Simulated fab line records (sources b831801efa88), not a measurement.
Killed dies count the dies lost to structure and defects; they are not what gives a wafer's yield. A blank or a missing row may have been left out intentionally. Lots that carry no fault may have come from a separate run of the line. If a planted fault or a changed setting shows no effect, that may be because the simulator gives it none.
fab line records | flow gf180mcu | part 1 of 2: steps 1 to 43 of 44
[record] lots = 7 wafers = 21 lastDay = 34
route steps=602 shown POLY_GATE@173 HV_LDD@176 PASSIVATION@602
lots untouched by any fault: they come from a run of this same line in which no faults occurred
startH: hours from the record's opening day to when the first of the lot's shown wafers began | waitH: hours from the lot's prior step to this one | " repeats the value in the row above | L1.1+2: a single row standing in for several wafers | - value missing, or start not given | * or withheld: withheld | < > ~ a bound
route shown NAME@n: names a module that has steps shown in the file, with the first one's number in the route | usual: mean and standard deviation over wafers with no fault | same: alike in all rows | chamber/n: place in a boat | sites: readings site by site | _std_site: standard deviation across them | _edge_site: inner sites' mean taken away from outer sites' mean | radiusMm: how far each site lies from the wafer's centre | mask NAME#n: copy n | behind: the last tool/chamber to shape the wafer | hold: why the lot went on hold/how many hours it stayed there/how the hold came to an end | device: transistor that didn't switch, given as n, p or np | end of line: tests of these same wafers at the route's end | where a step has no rows: the recipe by itself | killed: not the wafer's yield, but the dies lost to structure and defects at the first sort | map: a wafer's dies, x killed, . not, _ none there
set.NAME: the setting that was run; set.NAME@STEP: the one run at that earlier step | model.NAME: the simulator's own value behind a step, which no gauge read
a table for each step, a row for each wafer; lots at some steps of the route
services: when a tool's chamber went out of use (startH, in hours from the record's first day, below 0 if earlier), for how many hours, and the reason
[[steps]]
[step GF_POLY_GATE_OXIDATION_16]
[recipe] tempC = 850 ambient = O2 stabiliseS = 600 purgeS = 300 targetThkA = 40 oxTimeS = 899
[step GF_POLY_GATE_THK_MEAS_17]
[recipe] reads = SiO2_of_POLY_GATE_OXIDATION_16
[usual] POLY_GATE_OXIDATION_THK = 4.00/0.084
// columns lot.wafer tool chamber startH waitH POLY_GATE_OXIDATION_THK[nm]
L241.1 filmMetro-02 - 235.33 0.0 3.93
L241.2 " - " " 3.96
L241.3 " - " " 3.98
L249.2 filmMetro-01 - 297.19 0.0 3.98
L249.3 " - " " 4.12
L249.6 " - " " 4.09
L254.2 filmMetro-01 - 330.63 0.0 4.08
L254.4 " - " " 4.02
L254.5 " - " " 4.17
L255.1 filmMetro-02 - 337.97 0.0 3.95
L255.2 " - " " 3.98
L255.3 " - " " 3.93
L257.1 filmMetro-04 - 349.86 0.0 4.09
L257.5 " - " " 4.21
L257.6 " - " " 4.12
L256.4 filmMetro-01 - 349.89 0.0 3.99
L256.5 " - " " 4.04
L256.6 " - " " 4.06
L259.1 filmMetro-02 - 364.21 0.0 3.98
L259.3 " - " " 4.08
L259.4 " - " " 4.03
[step GF_POLY_GATE_CD_MEAS_18]
[usual] cdNm = 280.2/2.5
// columns lot.wafer tool chamber startH waitH cdNm
L241.1 cdSem-01 - 235.39 0.1 279.0
L241.2 " - " " 276.9
L241.3 " - " " 278.9
L249.2 cdSem-02 - 297.27 0.1 282.4
L249.3 " - " " 283.2
L249.6 " - " " 279.1
L254.2 cdSem-01 - 330.76 0.1 281.2
L254.4 " - " " 282.9
L254.5 " - " " 274.4
L255.1 cdSem-02 - 338.03 0.1 281.1
L255.2 " - " " 275.6
L255.3 " - " " 281.6
L257.1 cdSem-01 - 349.92 0.1 277.2
L257.5 " - " " 281.8
L257.6 " - " " 277.8
L256.4 cdSem-02 - 350.00 0.1 282.0
L256.5 " - " " 278.1
L256.6 " - " " 278.5
L259.1 cdSem-01 - 364.27 0.1 284.9
L259.3 " - " " 277.9
L259.4 " - " " 280.9
[step GF_HV_LDD_DEHYDRATE_00]
[recipe] tempC = 200 timeS = 60
[step GF_HV_LDD_HMDS_01]
[recipe] primeTimeS = 60 primeTempC = 120
[step GF_HV_LDD_COAT_02]
[recipe] resist = NOVOLAK spinRpm = 3000 resistThkNm = 1000
[step GF_HV_LDD_SOFTBAKE_03]
[recipe] tempC = 90 timeS = 60 resist = NOVOLAK
[step GF_HV_LDD_EXPOSE_04]
[recipe] maskId = Nplus_LV_AREA targetCdNm = 400 na = 0.6 sourceShape = conventional sigmaOuter = 0.6 doseMj = 140
[step GF_HV_LDD_PEB_05]
[recipe] tempC = withheld timeS = * resist = NOVOLAK
[step GF_HV_LDD_DEVELOP_06]
[recipe] developTimeS = 60 devTempC = 23
[step GF_HV_LDD_CD_MEAS_07]
[recipe] targetCdNm = 400
[usual] cdNm = 400.0/2
// columns lot.wafer tool chamber startH waitH cdNm
L241.1 cdSem-01 - 253.96 0.1 401.1
L241.2 " - " " 401.6
L241.3 " - " " 402.2
L249.2 cdSem-01 - 317.63 0.1 398.9
L249.3 " - " " 398.9
L249.6 " - " " 400.7
L254.2 cdSem-01 - 352.71 0.1 397.6
L254.4 " - " " 398.6
L254.5 " - " " 401.0
L255.1 cdSem-01 - 359.41 0.1 401.3
L255.2 " - " " 400.4
L255.3 " - " " 401.1
L257.1 cdSem-01 - 371.34 0.1 397.7
L257.5 " - " " 398.8
L257.6 " - " " 399.0
L256.4 cdSem-02 - 371.37 0.1 400.2
L256.5 " - " " 397.7
L256.6 " - " " 399.2
L259.1 cdSem-01 - 386.44 0.1 402.4
L259.3 " - " " 403.6
L259.4 " - " " 402.1
[step GF_HV_LDD_OVL_MEAS_08]
[usual] HV_LDD_OVL = 0.2/1.2
// columns lot.wafer tool chamber startH waitH HV_LDD_OVL[nm]
L241.1 overlay-02 - 254.08 0.1 1.5
L241.2 " - " " 0.6
L241.3 " - " " -2.3
L249.2 overlay-02 - 317.74 0.1 -1.9
L249.3 " - " " 0.7
L249.6 " - " " -2.2
L254.2 overlay-01 - 352.81 0.1 0.7
L254.4 " - " " 0.3
L254.5 " - " " -0.6
L255.1 overlay-02 - 359.53 0.1 0.9
L255.2 " - " " -1.3
L255.3 " - " " 0.2
L256.4 overlay-01 - 371.45 0.1 -0.2
L256.5 " - " " 0.3
L256.6 " - " " 0.6
L257.1 overlay-02 - 371.46 0.1 0.0
L257.5 " - " " -1.3
L257.6 " - " " 2.0
L259.1 overlay-02 - 386.56 0.1 -1.9
L259.3 " - " " 0.4
L259.4 " - " " 0.4
[step GF_HV_LDD_IMPLANT_09]
[recipe] species = As energyKev = 40 doseCm2 = 1e+14 tiltDeg = 7
[usual] beamEnergyKeV = 40.001/0.012
[same] implantIonAmu = 75
// columns lot.wafer tool chamber startH waitH beamEnergyKeV model.implant.rpNm model.implant.drpNm
L241.1 implanter-01 0 254.11 0.0 39.993 27.01 11.92
L241.2 " 0 " " 39.974 27.01 11.92
L241.3 " 0 " " 39.972 27.01 11.92
L249.2 implanter-01 0 317.80 0.0 39.995 26.59 11.92
L249.3 " 0 " " 40.003 26.59 11.92
L249.6 " 0 " " 39.994 26.59 11.92
L254.2 implanter-01 0 352.87 0.0 49.614 31.91 13.98
L254.4 " 0 " " 49.624 31.91 13.98
L254.5 " 0 " " 49.624 31.91 13.98
L255.1 implanter-01 0 359.57 0.0 49.663 31.19 13.98
L255.2 " 0 " " 49.637 31.19 13.98
L255.3 " 0 " " 49.640 31.19 13.98
L257.1 implanter-04 0 371.49 0.0 40.002 27.19 11.92
L257.5 " 0 " " 39.998 27.19 11.92
L257.6 " 0 " " 40.002 27.19 11.92
L256.4 implanter-01 0 371.54 0.1 49.642 32.41 13.98
L256.5 " 0 " " 49.621 32.41 13.98
L256.6 " 0 " " 49.631 32.41 13.98
L259.1 implanter-04 0 386.59 0.0 40.021 27.27 11.92
L259.3 " 0 " " 39.999 27.27 11.92
L259.4 " 0 " " 39.990 27.27 11.92
[step GF_HV_LDD_STRIP_10]
[recipe] chemistry = O2/N2 powerW = 1400 pressureMtorr = 1500 platenTempC = 250 o2FlowSccm = 3000 n2FlowSccm = 300 overashFraction = 0.5
[usual] drypumpMotorCurrentA = 5.5/0.34 heaterPowerW = 341/14 oesProductAu = 0.716/0.0045 stripTimeToEndpointS = 12.65/0.044
// columns lot.wafer tool chamber startH waitH drypumpMotorCurrentA heaterPowerW oesProductAu rfHoursCounterH stripTimeToEndpointS
L241.1 plasmaAsher-01 1 254.26 0.1 5.7 353 0.721 47 12.72
L241.2 " 0 " " 5.0 326 0.722 47 12.65
L241.3 " 0 " " 4.9 322 0.714 - 12.68
L249.2 plasmaAsher-03 1 317.92 0.1 5.6 362 0.721 21 12.69
L249.3 " 1 " " 5.6 349 0.717 - 12.67
L249.6 " 1 " " 5.6 352 0.729 - 12.70
L254.2 plasmaAsher-04 1 352.99 0.1 5.7 357 0.720 68 12.61
L254.4 " 0 " " 5.2 328 0.710 - 12.60
L254.5 " 0 " " 5.2 332 0.719 - 12.62
L255.1 plasmaAsher-01 1 359.72 0.1 5.7 349 0.721 58 12.64
L255.2 " 0 " " 5.0 324 0.721 58 12.63
L255.3 " 0 " " 4.9 325 0.715 - 12.56
L257.1 plasmaAsher-01 1 371.64 0.1 5.7 357 0.718 59 12.68
L257.5 " 1 " " 5.7 358 0.721 - 12.65
L257.6 " 0 " " 5.0 323 0.722 - 12.61
L256.4 plasmaAsher-03 1 371.65 0.1 5.6 352 0.711 - 12.70
L256.5 " 0 " " 5.9 323 0.715 - 12.73
L256.6 " 1 " " 5.6 355 0.712 - 12.68
L259.1 plasmaAsher-04 0 386.74 0.1 5.2 328 0.722 72 12.64
L259.3 " 0 " " 5.2 322 0.720 - 12.63
L259.4 " 1 " " 5.7 359 0.711 - 12.68
[step GF_HV_LDD_TW_MEAS_11]
[usual] HV_LDD_TW = 2415/22
// columns lot.wafer tool chamber startH waitH HV_LDD_TW
L241.1 filmMetro-04 - 254.36 0.1 2440
L241.2 " - " " 2436
L241.3 " - " " 2451
L249.2 filmMetro-04 - 318.03 0.1 2423
L249.3 " - " " 2441
L249.6 " - " " 2421
L254.2 filmMetro-03 - 353.10 0.1 2568
L254.4 " - " " 2571
L254.5 " - " " 2572
L255.1 filmMetro-03 - 359.82 0.1 2558
L255.2 " - " " 2565
L255.3 " - " " 2565
L257.1 filmMetro-03 - 371.74 0.1 2408
L257.5 " - " " 2417
L257.6 " - " " 2414
L256.4 filmMetro-04 - 371.75 0.1 2598
L256.5 " - " " 2599
L256.6 " - " " 2591
L259.1 filmMetro-02 - 386.84 0.1 2383
L259.3 " - " " 2367
L259.4 " - " " 2381
[step GF_HV_LDD_DEHYDRATE_12]
[recipe] tempC = 200 timeS = 60
[step GF_HV_LDD_HMDS_13]
[recipe] primeTimeS = 60 primeTempC = 120
[step GF_HV_LDD_COAT_14]
[recipe] resist = NOVOLAK spinRpm = 3000 resistThkNm = 1000
[step GF_HV_LDD_SOFTBAKE_15]
[recipe] tempC = 90 timeS = 60 resist = NOVOLAK
[step GF_HV_LDD_EXPOSE_16]
[recipe] maskId = Pplus_LV_AREA targetCdNm = 400 na = 0.6 sourceShape = conventional sigmaOuter = 0.6 doseMj = 140
[step GF_HV_LDD_PEB_17]
[recipe] tempC = withheld timeS = * resist = NOVOLAK
[step GF_HV_LDD_DEVELOP_18]
[recipe] developTimeS = 60 devTempC = 23
[step GF_HV_LDD_CD_MEAS_19]
[recipe] targetCdNm = 400
[usual] cdNm = 400.1/2.2
// columns lot.wafer tool chamber startH waitH cdNm
L241.1 cdSem-02 - 272.93 0.2 398.4
L241.2 " - " " 400.2
L241.3 " - " " 399.4
L249.2 cdSem-02 - 338.68 0.1 400.6
L249.3 " - " " 400.8
L249.6 " - " " 402.1
L254.2 cdSem-01 - 375.06 0.1 400.3
L254.4 " - " " 401.3
L254.5 " - " " 399.7
L255.1 cdSem-01 - 381.59 0.1 399.5
L255.2 " - " " 398.4
L255.3 " - " " 396.6
L256.4 cdSem-02 - 394.35 0.1 396.5
L256.5 " - " " 400.4
L256.6 " - " " 400.6
L257.1 cdSem-01 - 394.46 0.1 398.5
L257.5 " - " " 401.0
L257.6 " - " " 402.2
L259.1 cdSem-01 - 409.70 0.1 401.6
L259.3 " - " " 398.6
L259.4 " - " " 402.4
[step GF_HV_LDD_OVL_MEAS_20]
[usual] HV_LDD_01_OVL = 1.8/1.5
// columns lot.wafer tool chamber startH waitH HV_LDD_01_OVL[nm]
L241.1 overlay-02 - 273.05 0.1 0.3
L241.2 " - " " -0.1
L241.3 " - " " 2.1
L249.2 overlay-02 - 338.79 0.1 -1.2
L249.3 " - " " 0.4
L249.6 " - " " 1.7
L254.2 overlay-02 - 375.16 0.1 3.1
L254.4 " - " " 0.3
L254.5 " - " " 1.8
L255.1 overlay-01 - 381.71 0.1 0.2
L255.2 " - " " 1.6
L255.3 " - " " -0.2
L256.4 overlay-02 - 394.42 0.1 4.9
L256.5 " - " " 3.2
L256.6 " - " " 5.0
L257.1 overlay-02 - 394.58 0.1 2.2
L257.5 " - " " 1.1
L257.6 " - " " 2.0
L259.1 overlay-02 - 409.82 0.1 2.7
L259.3 " - " " 3.1
L259.4 " - " " 3.0
[step GF_HV_LDD_IMPLANT_21]
[recipe] species = BF2 energyKev = 25 doseCm2 = 5e+13 tiltDeg = 7
[step GF_HV_LDD_STRIP_22]
[recipe] chemistry = O2/N2 powerW = 1400 pressureMtorr = 1500 platenTempC = 250 o2FlowSccm = 3000 n2FlowSccm = 300 overashFraction = 0.5
[usual] drypumpMotorCurrentA = 5.5/0.33 heaterPowerW = 341/16 oesProductAu = 0.716/0.0047 stripTimeToEndpointS = 12.65/0.039
// columns lot.wafer tool chamber startH waitH drypumpMotorCurrentA heaterPowerW oesProductAu rfHoursCounterH stripTimeToEndpointS
L241.1 plasmaAsher-03 1 273.23 0.1 5.6 355 0.717 16 12.70
L241.2 " 0 " " 5.9 329 0.711 16 12.64
L241.3 " 1 " " 5.6 354 0.714 - 12.65
L249.2 plasmaAsher-04 1 338.97 0.1 5.7 357 0.712 67 12.68
L249.3 " 0 " " 5.2 330 0.714 - 12.62
L249.6 " 0 " " 5.2 327 0.717 - 12.60
L254.2 plasmaAsher-04 1 375.34 0.1 5.7 365 0.713 70 12.59
L254.4 " 1 " " 5.8 364 0.711 - 12.60
L254.5 " 1 " " 5.8 351 0.714 - 12.57
L255.1 plasmaAsher-04 0 381.89 0.1 5.2 334 0.723 71 12.65
L255.2 " 1 " " 5.7 356 0.716 71 12.64
L255.3 " 0 " " 5.2 329 0.713 - 12.65
L256.4 plasmaAsher-04 0 394.62 0.1 5.2 337 0.718 - 12.74
L256.5 " 1 " " 5.8 363 0.720 - 12.68
L256.6 " 0 " " 5.2 324 0.717 - 12.67
L257.1 plasmaAsher-01 1 394.77 0.1 5.7 353 0.716 62 12.60
L257.5 " 1 " " 5.7 353 0.719 - 12.60
L257.6 " 0 " " 5.0 316 0.727 - 12.56
L259.1 plasmaAsher-04 1 410.01 0.1 5.8 359 0.716 75 12.64
L259.3 " 1 " " 5.7 363 0.715 - 12.64
L259.4 " 0 " " 5.2 321 0.709 - 12.60
[step GF_HV_LDD_TW_MEAS_23]
[usual] HV_LDD_2_TW = 1054/7.4
// columns lot.wafer tool chamber startH waitH HV_LDD_2_TW
L241.1 filmMetro-02 - 273.33 0.1 1045
L241.2 " - " " 1050
L241.3 " - " " 1047
L249.2 filmMetro-04 - 339.08 0.1 1065
L249.3 " - " " 1064
L249.6 " - " " 1065
L254.2 filmMetro-04 - 375.45 0.1 1064
L254.4 " - " " 1061
L254.5 " - " " 1062
L255.1 filmMetro-03 - 381.99 0.1 1052
L255.2 " - " " 1055
L255.3 " - " " 1058
L256.4 filmMetro-03 - 394.72 0.1 1056
L256.5 " - " " 1051
L256.6 " - " " 1053
L257.1 filmMetro-04 - 394.87 0.1 1061
L257.5 " - " " 1061
L257.6 " - " " 1063
L259.1 filmMetro-02 - 410.11 0.1 1043
L259.3 " - " " 1048
L259.4 " - " " 1044
[step GF_HV_LDD_DEHYDRATE_24]
[recipe] tempC = 200 timeS = 60
[step GF_HV_LDD_HMDS_25]
[recipe] primeTimeS = 60 primeTempC = 120
[step GF_HV_LDD_COAT_26]
[recipe] resist = NOVOLAK spinRpm = 3000 resistThkNm = 1000
[step GF_HV_LDD_SOFTBAKE_27]
[recipe] tempC = 90 timeS = 60 resist = NOVOLAK
[step GF_HV_LDD_EXPOSE_28]
[recipe] maskId = Nplus_HV_AREA targetCdNm = 400 na = 0.6 sourceShape = conventional sigmaOuter = 0.6 doseMj = 140
[step GF_HV_LDD_PEB_29]
[recipe] tempC = withheld timeS = * resist = NOVOLAK
[step GF_HV_LDD_DEVELOP_30]
[recipe] developTimeS = 60 devTempC = 23
[step GF_HV_LDD_CD_MEAS_31]
[recipe] targetCdNm = 400
[usual] cdNm = 399.8/2.1
// columns lot.wafer tool chamber startH waitH cdNm
L241.1 cdSem-02 - 292.57 0.1 401.8
L241.2 " - " " 401.2
L241.3 " - " " 401.7
L249.2 cdSem-01 - 360.96 0.1 400.7
L249.3 " - " " 400.0
L249.6 " - " " 400.1
L254.2 cdSem-02 - 397.82 0.1 401.1
L254.4 " - " " 399.1
L254.5 " - " " 398.9
L255.1 cdSem-02 - 405.00 0.1 398.1
L255.2 " - " " 397.4
L255.3 " - " " 399.0
L256.4 cdSem-02 - 417.77 0.1 401.1
L256.5 " - " " 400.6
L256.6 " - " " 401.3
L257.1 cdSem-02 - 417.90 0.1 399.9
L257.5 " - " " 401.0
L257.6 " - " " 400.4
L259.1 cdSem-01 - 433.95 0.1 398.0
L259.3 " - " " 396.5
L259.4 " - " " 397.5
[step GF_HV_LDD_OVL_MEAS_32]
[usual] HV_LDD_02_OVL = -0.6/1.3
// columns lot.wafer tool chamber startH waitH HV_LDD_02_OVL[nm]
L241.1 overlay-02 - 292.69 0.1 0.3
L241.2 " - " " 0.0
L241.3 " - " " -0.6
L249.2 overlay-01 - 361.06 0.1 0.2
L249.3 " - " " 0.2
L249.6 " - " " 0.1
L254.2 overlay-02 - 397.93 0.1 1.0
L254.4 " - " " -2.4
L254.5 " - " " 0.1
L255.1 overlay-02 - 405.12 0.1 -2.3
L255.2 " - " " 0.2
L255.3 " - " " -0.3
L256.4 overlay-02 - 417.85 0.1 -1.1
L256.5 " - " " -0.3
L256.6 " - " " -1.4
L257.1 overlay-02 - 418.02 0.1 1.4
L257.5 " - " " 2.3
L257.6 " - " " -1.8
L259.1 overlay-01 - 434.07 0.1 -2.1
L259.3 " - " " -1.9
L259.4 " - " " -2.2
[step GF_HV_LDD_IMPLANT_33]
[recipe] species = P energyKev = 60 doseCm2 = 7.5e+12 tiltDeg = 30 rotationDeg = 0
[step GF_HV_LDD_IMPLANT_34]
[recipe] species = P energyKev = 60 doseCm2 = 7.5e+12 tiltDeg = 30 rotationDeg = 90
[step GF_HV_LDD_IMPLANT_35]
[recipe] species = P energyKev = 60 doseCm2 = 7.5e+12 tiltDeg = 30 rotationDeg = 180
[step GF_HV_LDD_IMPLANT_36]
[recipe] species = P energyKev = 60 doseCm2 = 7.5e+12 tiltDeg = 30 rotationDeg = 270
[step GF_HV_LDD_STRIP_37]
[recipe] chemistry = O2/N2 powerW = 1400 pressureMtorr = 1500 platenTempC = 250 o2FlowSccm = 3000 n2FlowSccm = 300 overashFraction = 0.5
[usual] drypumpMotorCurrentA = 5.5/0.34 heaterPowerW = 340/15 oesProductAu = 0.716/0.0048 stripTimeToEndpointS = 12.64/0.032
// columns lot.wafer tool chamber startH waitH drypumpMotorCurrentA heaterPowerW oesProductAu rfHoursCounterH stripTimeToEndpointS
L241.1 plasmaAsher-01 1 293.32 0.1 5.7 360 0.718 51 12.64
L241.2 " 0 " " 4.9 326 0.724 51 12.64
L241.3 " 0 " " 5.0 320 0.712 - 12.63
L249.2 plasmaAsher-03 0 361.69 0.1 5.9 329 0.720 26 12.61
L249.3 " 1 " " 5.6 355 0.714 - 12.64
L249.6 " 1 " " 5.6 357 0.712 - 12.66
L254.2 plasmaAsher-04 1 398.56 0.1 5.7 357 0.729 73 12.63
L254.4 " 1 " " 5.7 358 0.717 - 12.63
L254.5 " 1 " " 5.7 348 0.720 - 12.69
L255.1 plasmaAsher-01 0 405.76 0.1 4.9 329 0.723 63 12.68
L255.2 " 1 " " 5.7 349 0.711 63 12.69
L255.3 " 0 " " 4.9 326 0.714 - 12.71
L256.4 plasmaAsher-03 1 418.50 0.1 5.6 349 0.712 - 12.57
L256.5 " 0 " " 5.9 327 0.721 - 12.62
L256.6 " 1 " " 5.6 343 0.720 - 12.62
L257.1 plasmaAsher-01 0 418.69 0.1 4.9 313 0.721 65 12.63
L257.5 " 0 " " 4.9 324 0.720 - 12.63
L257.6 " 1 " " 5.7 360 0.714 - 12.61
L259.1 plasmaAsher-04 1 434.71 0.1 5.8 365 0.716 78 12.64
L259.3 " 1 " " 5.8 353 0.711 - 12.64
L259.4 " 0 " " 5.2 325 0.714 - 12.67
[step GF_HV_LDD_TW_MEAS_38]
[usual] HV_LDD_3_TW = 1434/13
// columns lot.wafer tool chamber startH waitH HV_LDD_3_TW
L241.1 filmMetro-04 - 293.42 0.1 1456
L241.2 " - " " 1444
L241.3 " - " " 1451
L249.2 filmMetro-03 - 361.80 0.1 1437
L249.3 " - " " 1434
L249.6 " - " " 1435
L254.2 filmMetro-02 - 398.67 0.1 1424
L254.4 " - " " 1415
L254.5 " - " " 1422
L255.1 filmMetro-02 - 405.86 0.1 1406
L255.2 " - " " 1414
L255.3 " - " " 1412
L256.4 filmMetro-03 - 418.60 0.1 1433
L256.5 " - " " 1428
L256.6 " - " " 1437
L257.1 filmMetro-02 - 418.79 0.1 1425
L257.5 " - " " 1422
L257.6 " - " " 1420
L259.1 filmMetro-04 - 434.81 0.1 1442
L259.3 " - " " 1444
L259.4 " - " " 1456
[step GF_HV_LDD_RS_MEAS_53]
[recipe] thkMeasGauge = four-point-probe
[usual] HV_LDD_RS = 418.2/0.89
// columns lot.wafer tool chamber startH waitH HV_LDD_RS[ohm/sq]
L241.1 filmMetro-04 - 314.42 0.1 416.9
L241.2 " - " " 417.5
L241.3 " - " " 418.0
L249.2 filmMetro-04 - 385.04 0.1 417.5
L249.3 " - " " 417.5
L249.6 " - " " 417.9
L254.2 filmMetro-03 - 422.67 0.1 413.3
L254.4 " - " " 413.4
L254.5 " - " " 413.0
L255.1 filmMetro-04 - 430.27 0.1 412.8
L255.2 " - " " 413.5
L255.3 " - " " 413.6
L256.4 filmMetro-04 - 443.15 0.1 413.9
L256.5 " - " " 413.4
L256.6 " - " " 413.9
L257.1 filmMetro-02 - 443.99 0.1 418.6
L257.5 " - " " 419.0
L257.6 " - " " 418.8
L259.1 filmMetro-02 - 459.22 0.1 418.0
L259.3 " - " " 417.8
L259.4 " - " " 416.8
[[key]]
[firstSign] step = GF_HV_LDD_IMPLANT_09 reading = beamEnergyKeV direction = up sigmas = 99+ usual = 40.001 struck = 49.633
[effect] step = GF_HV_LDD_TW_MEAS_11 reading = HV_LDD_TW direction = up sigmas = 7.5 usual = 2415 struck = 2576
[effect] step = GF_HV_LDD_RS_MEAS_53 reading = HV_LDD_RS direction = down sigmas = 5.4 usual = 418.2 struck = 413.4
[modelEffect] step = GF_HV_LDD_IMPLANT_09 value = implant.rpNm without = 26.76 struck = 31.84
[modelEffect] step = GF_PASSIVATION_PROBE_99 value = etest.nldd_3p3.lineOhmUm without = 2305 struck = 2191
metAt GF_HV_LDD_IMPLANT_09
struckWafers L254.2,L254.4,L254.5,L255.1,L255.2,L255.3,L256.4,L256.5,L256.6
testerLeftOut L254,L255,L256
onsetBetween 317.80 352.87
[fault] kind = processParameterDrift tool = implanter-01 chamber = - onsetH = 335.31 steps = GF_HV_LDD_IMPLANT_09 channel = energyKev offset = 9.6304 shape = step endH = 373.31 actsIn = theseRecipesOnly stated = 40
// testerLeftOut: of these lots the tester's yield and bins aren't shown, on N5 and GAA mostly nor the transistor test; their killed dies are dies lost to structure and defects alone, not to doping, threshold or leakage, so they don't give the yield
